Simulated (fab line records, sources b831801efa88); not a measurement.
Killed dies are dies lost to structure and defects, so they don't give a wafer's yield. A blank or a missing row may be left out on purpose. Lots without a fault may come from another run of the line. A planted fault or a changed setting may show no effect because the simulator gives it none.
One fault seen from 2 desks | flow gf180mcu | each desk has only its own numbers; what lay behind them comes last

THE METROLOGY DESK
What the gauges read, lot by lot, whatever tool the lot ran on: means of the sampled wafers that have a number. A lot is out of limits, marked OUT, if its mean lies more than 4 standard deviations from the usual mean; the brackets give that distance.
Columns: A = M4_ALCU_RS at GF_M4_RS_MEAS_05, usual 0.0691 ohm/sq; B = M4_ALCU_THK at GF_M4_THK_MEAS_06, usual 448 nm; C = cd_nm at GF_M4_CD_MEAS_14, usual 279.6 nm
lot  | first seen here | A      | B   | C
L741 | day 23 14:06    | 0.0700 | 443 | 279.5
L747 | day 26 00:18    | 0.0680 | 458 | 280.5
L750 | day 26 17:19    | 0.0696 | 447 | 279.2
L754 | day 27 20:20    | 0.0685 | 454 | 279.0
L759 | day 29 06:32    | 0.0673 | 461 | 280.6
L761 | day 30 04:49    | 0.0704 | 439 | 280.1
This desk's finding: nothing out of limits on any of the 6 lots.

THE TOOL OWNER'S DESK: litho_track-04
The tool's own readings at GF_M4_DEVELOP_13 (develop time 60 s): means of the sampled wafers that have a number, for each lot that ran on this tool. A lot is out of limits, marked OUT, if its mean lies more than 4 standard deviations from the usual mean; the brackets give that distance.
Columns: A = developer_temp_C at GF_M4_DEVELOP_13, usual 20.99 C
lot  | first seen here | A
L747 | day 26 20:55    | 20.13 (-8.6) OUT
L750 | day 27 13:20    | 20.17 (-8.2) OUT
L761 | day 30 22:49    | 21.09
This desk's finding: out of limits on L747, L750; first on L747, day 26 20:55 (developer_temp_C at GF_M4_DEVELOP_13). In limits: L761.

PUT TOGETHER
The tool owner's desk could have raised an alarm at day 26 20:55, on L747, L750.
The metrology desk saw nothing out of limits.
The metrology desk has L747, L750 on record, within its limits.
Of the lots named, all ran GF_M4_DEVELOP_13 on litho_track-04.

WHAT THE SIMULATOR HAD PUT IN
Process parameter drift: litho_track-04, from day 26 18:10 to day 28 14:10, at GF_M4_DEVELOP_13. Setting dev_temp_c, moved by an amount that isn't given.
Lots struck among those shown: L747, L750.
Hours from the fault's start to each desk's first reading out of limits: the tool owner's desk, 3.
